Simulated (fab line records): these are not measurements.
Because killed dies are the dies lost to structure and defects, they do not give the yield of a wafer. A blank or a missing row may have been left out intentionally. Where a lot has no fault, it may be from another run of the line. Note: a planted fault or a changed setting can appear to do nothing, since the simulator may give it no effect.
Which tool did it? / flow sky130 / Sampling: 12 lots, 36 wafers, 3 of 708 route steps

== WHAT THE GAUGES READ, wafer by wafer ==
SKY_METAL2_RS_MEAS_05: measurement is done with a four-point probe.
lot=L112; measured=day 34 05:10; on=filmMetro-01; METAL2_ALCU_RS (ohm/sq)=0.1217 0.1223 0.1221
lot=L111; measured=day 34 07:17; on=filmMetro-04; METAL2_ALCU_RS (ohm/sq)=0.1217 0.1218 0.1218
lot=L115; measured=day 36 06:49; on=filmMetro-04; METAL2_ALCU_RS (ohm/sq)=0.1218 0.1226 0.1222
lot=L116; measured=day 36 08:33; on=filmMetro-04; METAL2_ALCU_RS (ohm/sq)=0.1217 0.1223 0.1209
lot=L119; measured=day 36 15:52; on=filmMetro-01; METAL2_ALCU_RS (ohm/sq)=0.1233 0.1228 0.1222
lot=L121; measured=day 37 08:39; on=filmMetro-04; METAL2_ALCU_RS (ohm/sq)=0.1239 0.1226 0.1242
lot=L122; measured=day 37 15:23; on=filmMetro-01; METAL2_ALCU_RS (ohm/sq)=0.1218 0.1222 0.1224
lot=L123; measured=day 37 23:04; on=filmMetro-01; METAL2_ALCU_RS (ohm/sq)=0.1199 0.1216 0.1208
lot=L126; measured=day 38 19:43; on=filmMetro-02; METAL2_ALCU_RS (ohm/sq)=0.1225 0.1218 0.1217
lot=L130; measured=day 40 09:41; on=filmMetro-01; METAL2_ALCU_RS (ohm/sq)=0.1217 0.1214 0.1225
lot=L132; measured=day 40 12:34; on=filmMetro-04; METAL2_ALCU_RS (ohm/sq)=0.1237 0.1246 0.1234
lot=L134; measured=day 41 00:37; on=filmMetro-01; METAL2_ALCU_RS (ohm/sq)=0.1219 0.1209 0.1217

== TOOL THAT RAN EACH LOT (tool first, then ch and the chambers of the sampled wafers, then the start) ==
lot=L112; SKY_LI_CONTACT_ETCH_14=rieDiel-04 ch 2,3, day 29 08:38; SKY_VIA1_CMP_24=cmp-02 ch 2,3, day 34 04:43
lot=L111; SKY_LI_CONTACT_ETCH_14=rieDiel-01 ch 1,2, day 29 09:35; SKY_VIA1_CMP_24=cmp-01 ch 2,3, day 34 06:51
lot=L115; SKY_LI_CONTACT_ETCH_14=rieDiel-04 ch 1,3, day 31 11:35; SKY_VIA1_CMP_24=cmp-01 ch 1,2,3, day 36 06:25
lot=L116; SKY_LI_CONTACT_ETCH_14=rieDiel-02 ch 0,1,3, day 31 11:46; SKY_VIA1_CMP_24=cmp-01 ch 1,2,3, day 36 08:07
lot=L119; SKY_LI_CONTACT_ETCH_14=rieDiel-01 ch 0,2, day 31 21:20; SKY_VIA1_CMP_24=cmp-01 ch 1,3, day 36 15:27
lot=L121; SKY_LI_CONTACT_ETCH_14=rieDiel-01 ch 0,2, day 32 16:26; SKY_VIA1_CMP_24=cmp-01 ch 0,1,2, day 37 08:13
lot=L122; SKY_LI_CONTACT_ETCH_14=rieDiel-01 ch 1,2, day 32 22:55; SKY_VIA1_CMP_24=cmp-01 ch 0,2,3, day 37 15:03
lot=L123; SKY_LI_CONTACT_ETCH_14=rieDiel-01 ch 0,1,2, day 33 08:10; SKY_VIA1_CMP_24=cmp-02 ch 0,1, day 37 22:38
lot=L126; SKY_LI_CONTACT_ETCH_14=rieDiel-02 ch 0,2,3, day 34 04:38; SKY_VIA1_CMP_24=cmp-02 ch 0,1,2, day 38 19:16
lot=L130; SKY_LI_CONTACT_ETCH_14=rieDiel-02 ch 0,3, day 35 21:14; SKY_VIA1_CMP_24=cmp-01 ch 0,3, day 40 09:14
lot=L132; SKY_LI_CONTACT_ETCH_14=rieDiel-01 ch 2,3, day 35 23:19; SKY_VIA1_CMP_24=cmp-01 ch 0,1, day 40 12:05
lot=L134; SKY_LI_CONTACT_ETCH_14=rieDiel-01 ch 0,2,3, day 36 12:40; SKY_VIA1_CMP_24=cmp-02 ch 2,3, day 41 00:13
- SKY_LI_CONTACT_ETCH_14: etches BARC in N2/H2, stops on SiO2, time 45.9 s, target depth 60 nm.
- SKY_VIA1_CMP_24: polishes, stops on SiO2, t overpolish 15 s, target thk 0 nm.

== AS READ BY THE TOOLS THEMSELVES (means over the sampled wafers that have a number; for cases with no such wafer, the mark the record gives instead) ==
SKY_LI_CONTACT_ETCH_14.
lot=L112; tool=rieDiel-04; biasW (W)=100.2; drypumpMotorCurrentA (A)=5.6; oesProductAu (a.u.)=0.858; runLengthS (s)=74.6; throttleValvePct (%)=13.227
lot=L111; tool=rieDiel-01; biasW (W)=99.5; drypumpMotorCurrentA (A)=6.1; oesProductAu (a.u.)=0.857; runLengthS (s)=74.5; throttleValvePct (%)=13.227
lot=L115; tool=rieDiel-04; biasW (W)=100.1; drypumpMotorCurrentA (A)=6.4; oesProductAu (a.u.)=0.853; runLengthS (s)=74.3; throttleValvePct (%)=13.221
lot=L116; tool=rieDiel-02; biasW (W)=100.1; drypumpMotorCurrentA (A)=5.8; oesProductAu (a.u.)=0.855; runLengthS (s)=74.1; throttleValvePct (%)=13.216
lot=L119; tool=rieDiel-01; biasW (W)=100.0; drypumpMotorCurrentA (A)=5.9; oesProductAu (a.u.)=0.855; runLengthS (s)=73.9; throttleValvePct (%)=13.220
lot=L121; tool=rieDiel-01; biasW (W)=99.9; drypumpMotorCurrentA (A)=5.9; oesProductAu (a.u.)=0.946; runLengthS (s)=69.2; throttleValvePct (%)=13.240
lot=L122; tool=rieDiel-01; biasW (W)=100.5; drypumpMotorCurrentA (A)=6.1; oesProductAu (a.u.)=0.905; runLengthS (s)=72.1; throttleValvePct (%)=13.218
lot=L123; tool=rieDiel-01; biasW (W)=100.0; drypumpMotorCurrentA (A)=6.1; oesProductAu (a.u.)=0.901; runLengthS (s)=71.9; throttleValvePct (%)=13.230
lot=L126; tool=rieDiel-02; biasW (W)=99.9; drypumpMotorCurrentA (A)=5.6; oesProductAu (a.u.)=0.853; runLengthS (s)=74.0; throttleValvePct (%)=13.235
lot=L130; tool=rieDiel-02; biasW (W)=100.1; drypumpMotorCurrentA (A)=5.7; oesProductAu (a.u.)=0.853; runLengthS (s)=74.1; throttleValvePct (%)=13.216
lot=L132; tool=rieDiel-01; biasW (W)=99.7; drypumpMotorCurrentA (A)=5.4; oesProductAu (a.u.)=0.855; runLengthS (s)=74.0; throttleValvePct (%)=13.227
lot=L134; tool=rieDiel-01; biasW (W)=100.0; drypumpMotorCurrentA (A)=5.7; oesProductAu (a.u.)=0.858; runLengthS (s)=74.0; throttleValvePct (%)=13.228

SKY_VIA1_CMP_24.
lot=L112; tool=cmp-02; motorCurrentA (A)=11.0; overpolishRunS (s)=14.994; timeToEndpointS (s)=66.4
lot=L111; tool=cmp-01; motorCurrentA (A)=10.3; overpolishRunS (s)=14.995; timeToEndpointS (s)=64.9
lot=L115; tool=cmp-01; motorCurrentA (A)=10.4; overpolishRunS (s)=15.000; timeToEndpointS (s)=66.6
lot=L116; tool=cmp-01; motorCurrentA (A)=10.3; overpolishRunS (s)=14.995; timeToEndpointS (s)=64.9
lot=L119; tool=cmp-01; motorCurrentA (A)=9.9; overpolishRunS (s)=15.002; timeToEndpointS (s)=64.4
lot=L121; tool=cmp-01; motorCurrentA (A)=10.8; overpolishRunS (s)=14.999; timeToEndpointS (s)=63.0
lot=L122; tool=cmp-01; motorCurrentA (A)=11.0; overpolishRunS (s)=15.000; timeToEndpointS (s)=65.4
lot=L123; tool=cmp-02; motorCurrentA (A)=11.6; overpolishRunS (s)=15.004; timeToEndpointS (s)=62.5
lot=L126; tool=cmp-02; motorCurrentA (A)=11.2; overpolishRunS (s)=15.002; timeToEndpointS (s)=66.7
lot=L130; tool=cmp-01; motorCurrentA (A)=11.0; overpolishRunS (s)=15.001; timeToEndpointS (s)=66.8
lot=L132; tool=cmp-01; motorCurrentA (A)=10.8; overpolishRunS (s)=14.997; timeToEndpointS (s)=67.1
lot=L134; tool=cmp-02; motorCurrentA (A)=11.1; overpolishRunS (s)=15.005; timeToEndpointS (s)=66.3

== THE ANSWER, worked out from the rows above alone ==
Rule: usual is defined by the lots themselves. Put in order of their means at a reading, lots are off if they are a third of the lots or fewer, leave a main group of 4 or more, and stand apart from it by a gap of 3 or more times the standard deviation of the main group's means; of several such gaps the widest counts. A main group whose means are all the same, to the digits that the tables above print for the reading, isn't used. A lot without any number at a reading at which 4 lots or more have one is off too. Any other lot the step has rows for is counted as sound. First the gauges in route order, then the tools' own readings, where a lot's mean is used as printed above. At the first step where some lot is off, the reading lying furthest off is the one used; lots without a number count as furthest.
Off: L121, L122, L123 (SKY_LI_CONTACT_ETCH_14, oesProductAu). Mean 0.855 a.u. and standard deviation 0.0019 in the main group.
If a tool, at that step or one of the process steps before it, ran each lot that is off and ran no sound lot following the first of them, it fits. Not one of the candidates tried fits.

== WHAT HAD BEEN PUT IN BY THE SIMULATOR ==
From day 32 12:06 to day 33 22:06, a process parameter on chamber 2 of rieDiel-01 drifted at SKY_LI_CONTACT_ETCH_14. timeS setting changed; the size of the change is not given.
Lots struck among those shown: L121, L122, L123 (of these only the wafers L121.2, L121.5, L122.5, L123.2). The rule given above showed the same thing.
